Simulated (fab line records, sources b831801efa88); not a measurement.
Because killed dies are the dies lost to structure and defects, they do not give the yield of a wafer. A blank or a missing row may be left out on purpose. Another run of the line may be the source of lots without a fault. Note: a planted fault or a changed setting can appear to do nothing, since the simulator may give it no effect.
2 desks, one fault :: flow gf180mcu :: each desk has only its own numbers; what lay behind them comes last

AT THE METROLOGY DESK
Lot by lot, what the gauges showed, no matter which tool ran the lot: averages of those sampled wafers that carry a number. A lot is out of limits, marked OUT, if its mean lies more than 4 standard deviations from the usual mean; the brackets give that distance.
Columns: A = M3_ALCU_RS at GF_M3_RS_MEAS_05, usual 0.0699 ohm/sq
lot: L419
first seen here: day 20 02:08
A: 0.0698

lot: L421
first seen here: day 20 18:22
A: 0.0714

lot: L422
first seen here: day 21 10:13
A: 0.0691

lot: L423
first seen here: day 21 18:34
A: 0.0695

lot: L424
first seen here: day 22 01:29
A: 0.0697

lot: L427
first seen here: day 23 09:53
A: 0.0697

lot: L429
first seen here: day 24 05:35
A: 0.0684

lot: L430
first seen here: day 24 09:52
A: 0.0692

lot: L431
first seen here: day 24 20:53
A: 0.0700

lot: L432
first seen here: day 25 07:03
A: 0.0699

lot: L439
first seen here: day 27 02:52
A: 0.0709

lot: L440
first seen here: day 27 11:32
A: 0.0699

lot: L441
first seen here: day 27 17:55
A: 0.0711

lot: L442
first seen here: day 28 00:38
A: 0.0706
This desk's finding: nothing out of limits on any of the 14 lots.

DESK OF THE TOOL OWNER: litho_track-03
The tool's own readings at GF_M4_DEVELOP_13 (develop time 60 s): means of the sampled wafers that have a number, for each lot that ran on this tool. A lot is out of limits, marked OUT, if its mean lies more than 4 standard deviations from the usual mean; the brackets give that distance.
Columns: A = developer_temp_C at GF_M4_DEVELOP_13, usual 21.00 C
lot: L419
first seen here: day 23 03:37
A: 20.97

lot: L421
first seen here: day 23 19:52
A: 20.95

lot: L422
first seen here: day 24 10:01
A: 20.96

lot: L424
first seen here: day 25 00:28
A: 21.00

lot: L427
first seen here: day 26 04:37
A: 21.06

lot: L430
first seen here: day 27 04:19
A: 21.94 (+11) OUT

lot: L431
first seen here: day 27 13:58
A: 21.90 (+11) OUT

lot: L441
first seen here: day 30 05:02
A: 20.99
This desk's finding: out of limits on L430, L431; first on L430, day 27 04:19 (developer_temp_C at GF_M4_DEVELOP_13). L419, L421, L422, L424, L427, L441 stayed within limits.

PUT TOGETHER
The tool owner's desk could have raised an alarm at day 27 04:19, on L430, L431.
Nothing out of limits was seen by the metrology desk.
The metrology desk has L430, L431 on record, within its limits.
On litho_track-03, each named lot ran GF_M4_DEVELOP_13.

WHAT THE SIMULATOR HAD INSERTED
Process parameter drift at GF_M4_DEVELOP_13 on litho_track-03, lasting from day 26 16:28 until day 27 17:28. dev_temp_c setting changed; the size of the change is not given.
Struck lots among those shown: L430, L431.
Each desk's first reading out of limits, in hours after the fault started: the tool owner's desk, 12.
